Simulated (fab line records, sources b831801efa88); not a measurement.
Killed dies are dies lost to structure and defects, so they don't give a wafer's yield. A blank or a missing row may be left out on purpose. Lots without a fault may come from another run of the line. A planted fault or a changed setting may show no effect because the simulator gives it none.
One fault seen from 2 desks | flow gf180mcu | each desk has only its own numbers; what lay behind them comes last

THE METROLOGY DESK
What the gauges read, lot by lot, whatever tool the lot ran on: means of the sampled wafers that have a number. A lot is out of limits, marked OUT, if its mean lies more than 4 standard deviations from the usual mean; the brackets give that distance.
Columns: A = MVSD_RS at GF_VT_IMPLANT_RS_MEAS_46, usual 456.7 ohm/sq
lot  | first seen here | A
L483 | day 7 14:46     | 456.8
L484 | day 7 18:44     | 456.6
L485 | day 8 01:49     | 457.9
L488 | day 8 21:58     | 456.4
L489 | day 9 06:56     | 455.7
L490 | day 9 16:33     | 457.5
L494 | day 10 16:22    | 494.3 (+31) OUT
L495 | day 10 20:49    | 495.1 (+32) OUT
L500 | day 12 04:26    | 456.0
L501 | day 12 12:37    | 457.6
L503 | day 13 02:17    | 455.5
L506 | day 14 02:53    | 456.9
This desk's finding: out of limits on L494, L495; first on L494, day 10 16:22 (MVSD_RS at GF_VT_IMPLANT_RS_MEAS_46). In limits: L483, L484, L485, L488, L489, L490, L500, L501, L503, L506.

THE TOOL OWNER'S DESK: implanter-01
The tool's own readings at GF_MVSD_IMPLANT_08: means of the sampled wafers that have a number, for each lot that ran on this tool. A lot is out of limits, marked OUT, if its mean lies more than 4 standard deviations from the usual mean; the brackets give that distance.
Columns: A = beam_energy_keV at GF_MVSD_IMPLANT_08, usual 399.98; B = end_station_pressure_torr at GF_MVSD_IMPLANT_08, usual 5.04e-06 Torr
lot  | first seen here | A                        | B
L484 | day 4 15:35     | 399.93                   | 5.17e-06
L485 | day 4 20:46     | 400.04                   | 5.20e-06
L494 | day 7 03:35     | 297.17 (-99 or more) OUT | 4.80e-06
L495 | day 7 07:12     | 297.12 (-99 or more) OUT | 5.03e-06
This desk's finding: out of limits on L494, L495; first on L494, day 7 03:35 (beam_energy_keV at GF_MVSD_IMPLANT_08). In limits: L484, L485.

PUT TOGETHER
The tool owner's desk could have raised an alarm at day 7 03:35, on L494, L495.
The metrology desk could have raised an alarm at day 10 16:22, on L494, L495.
Of the lots named, all ran GF_MVSD_IMPLANT_08 on implanter-01.

WHAT THE SIMULATOR HAD PUT IN
Process parameter drift: implanter-01, from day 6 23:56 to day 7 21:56, at GF_MVSD_IMPLANT_08. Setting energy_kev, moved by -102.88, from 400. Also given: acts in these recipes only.
Lots struck among those shown: L494, L495.
Hours from the fault's start to each desk's first reading out of limits: the tool owner's desk, 4; the metrology desk, 88.
